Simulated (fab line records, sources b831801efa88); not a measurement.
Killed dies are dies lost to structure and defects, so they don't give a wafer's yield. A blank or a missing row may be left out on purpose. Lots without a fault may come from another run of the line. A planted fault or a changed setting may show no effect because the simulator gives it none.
Which tool did it? | flow gf180mcu | 6 lots, 18 wafers sampled, at 2 steps of a route of 602

WHAT THE GAUGES READ, wafer by wafer
GF_TOP_METAL_RS_MEAS_05: measures by four-point-probe.
lot  | measured     | on            | TOP_METAL_ALCU_RS (ohm/sq)
L887 | day 27 21:35 | film_metro-04 | 0.0329 0.0333 0.0334
L890 | day 29 04:01 | film_metro-04 | 0.0327 0.0331 0.0332
L894 | day 30 03:44 | film_metro-03 | 0.0330 0.0332 0.0330
L897 | day 30 21:20 | film_metro-03 | 0.0334 0.0335 0.0331
L904 | day 32 21:06 | film_metro-03 | 0.0387 0.0390 0.0388 0.0387 0.0390 0.0388
L907 | day 33 08:14 | film_metro-03 | 0.0327 0.0332 0.0333

WHICH TOOL RAN EACH LOT (tool, then ch and the chambers of the sampled wafers, then the start)
lot  | GF_TOP_METAL_SPUTTER_02
L887 | pvd_sputter-01, day 27 21:30
L890 | pvd_sputter-04, day 29 03:54
L894 | pvd_sputter-01, day 30 03:38
L897 | pvd_sputter-04, day 30 21:14
L904 | pvd_sputter-02, day 32 21:01
L907 | pvd_sputter-04, day 33 08:08
- GF_TOP_METAL_SPUTTER_02: material AlCu, target thk 900 nm, time 47.82 s.

THE ANSWER, worked out from the rows above alone
Rule: what is usual is taken from the lots themselves. Put in order of their means at a reading, lots are off if they are a third of the lots or fewer, leave a main group of 4 or more, and stand apart from it by a gap of 3 or more times the standard deviation of the main group's means; of several such gaps the widest counts. A main group whose means are all the same, to the digits that the tables above print for the reading, isn't used. A lot without any number at a reading at which 4 lots or more have one is off too. The other lots that the step has rows for count as sound.
Off: L904, at GF_TOP_METAL_RS_MEAS_05 (TOP_METAL_ALCU_RS). The main group: mean 0.0331 ohm/sq, standard deviation 0.00012.
A tool fits if, at a process step before that reading, it ran every lot that is off, and no sound lot after the first of them. The gauges at GF_TOP_METAL_RS_MEAS_05 are tried like those tools. One fits: pvd_sputter-02 at GF_TOP_METAL_SPUTTER_02. It ran no sound lot before its first lot that is off in this sample, so the start can't be narrowed down.

WHAT THE SIMULATOR HAD PUT IN
Process parameter drift: pvd_sputter-02, from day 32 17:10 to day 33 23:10, at GF_TOP_METAL_SPUTTER_02. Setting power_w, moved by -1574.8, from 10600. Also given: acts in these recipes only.
Lots struck among those shown: L904. The rule above found the same.
